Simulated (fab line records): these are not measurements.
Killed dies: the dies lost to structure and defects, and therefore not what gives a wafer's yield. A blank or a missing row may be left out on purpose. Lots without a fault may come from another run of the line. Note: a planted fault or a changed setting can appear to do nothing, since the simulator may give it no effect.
Comparing a struck lot with a sound one || flow gf180mcu || 14 out of 602 route steps
Sound: the wafers L880.1, L880.4, L880.6. The struck wafers were L874.2, L874.5, L874.6. The cause is named last.
At each step with rows: each side's tool, then ch and its chambers, then its first start. Under that, the readings that differ: sound wafers || struck wafers || difference of the means || sigmas: that difference in standard deviations of wafers without a fault.
alike: same words and numbers on both sides, and readings whose means sit less than 2 such deviations apart. not compared: any withheld reading, any reading some wafer has no value for, any bound like >300 that may hide the same value, and any number with overlapping values for which the record gives no deviation.
A row with sigmas, a row that says differs or no value, or rows on one side alone: a step with any of these is where the two part. When numbers do not overlap yet have no deviation, they are printed without sigmas and do not part them. Lack of a reading on every wafer of one side parts them only where that side has two or more wafers.

first, 8 steps without rows for these wafers: GF_V3_DEHYDRATE_06 (time 60 s); GF_V3_HMDS_07 (prime time 60 s); GF_V3_COAT_08; GF_V3_COAT_09 (resist thk 1000 nm); GF_V3_SOFTBAKE_10 (time 60 s); GF_V3_EXPOSE_11 (exposes mask Via3, target cd 260 nm); GF_V3_PEB_12 (peb time 90 s); GF_V3_DEVELOP_13 (develop time 60 s).
GF_V3_CD_MEAS_14: target cd 260 nm.
  sound on cd sem-02, day 28 19:22; struck on cd sem-02, day 27 00:11
  alike: cd nm
GF_V3_OVL_MEAS_15:
  sound on overlay-02, day 28 19:29; struck on overlay-01, day 27 00:17
  alike: V3_OVL
GF_V3_ETCH_16: etches BARC in N2/H2.
  sound on rie diel-03 ch 0,2,3, day 28 19:31; struck on rie diel-01 ch 2,3, day 27 00:19
  alike: chamber pressure mTorr, drypump motor current A, oes product au, throttle valve pct
GF_V3_ETCH_17: etches SiO2 in C4F8/O2/Ar, stops on TiN, target depth 635 nm.
  sound on rie diel-03 ch 0,2,3; struck on rie diel-01 ch 2,3
  alike: chamber pressure mTorr, oes product au
GF_V3_STRIP_18: strips in O2/N2.
  sound on plasma asher-04 ch 0, day 28 19:38; struck on plasma asher-03 ch 0,1, day 27 00:26
  no value came back on the struck wafers for chamber pressure mTorr (mTorr), drypump motor current A (A), heater power w (W), oes product au (a.u.); on the sound wafers chamber pressure mTorr (mTorr) reads 1499.2 1499.4 1499.9
  not compared: rf hours counter h
then, 1 step without rows for these wafers: GF_V3_STRIP_19 (strips in post etch residue remover, time 1200 s).

WHERE THEY PART
At GF_V3_STRIP_18 and nowhere else, as far as this record goes.

WHY: what the simulator had put in
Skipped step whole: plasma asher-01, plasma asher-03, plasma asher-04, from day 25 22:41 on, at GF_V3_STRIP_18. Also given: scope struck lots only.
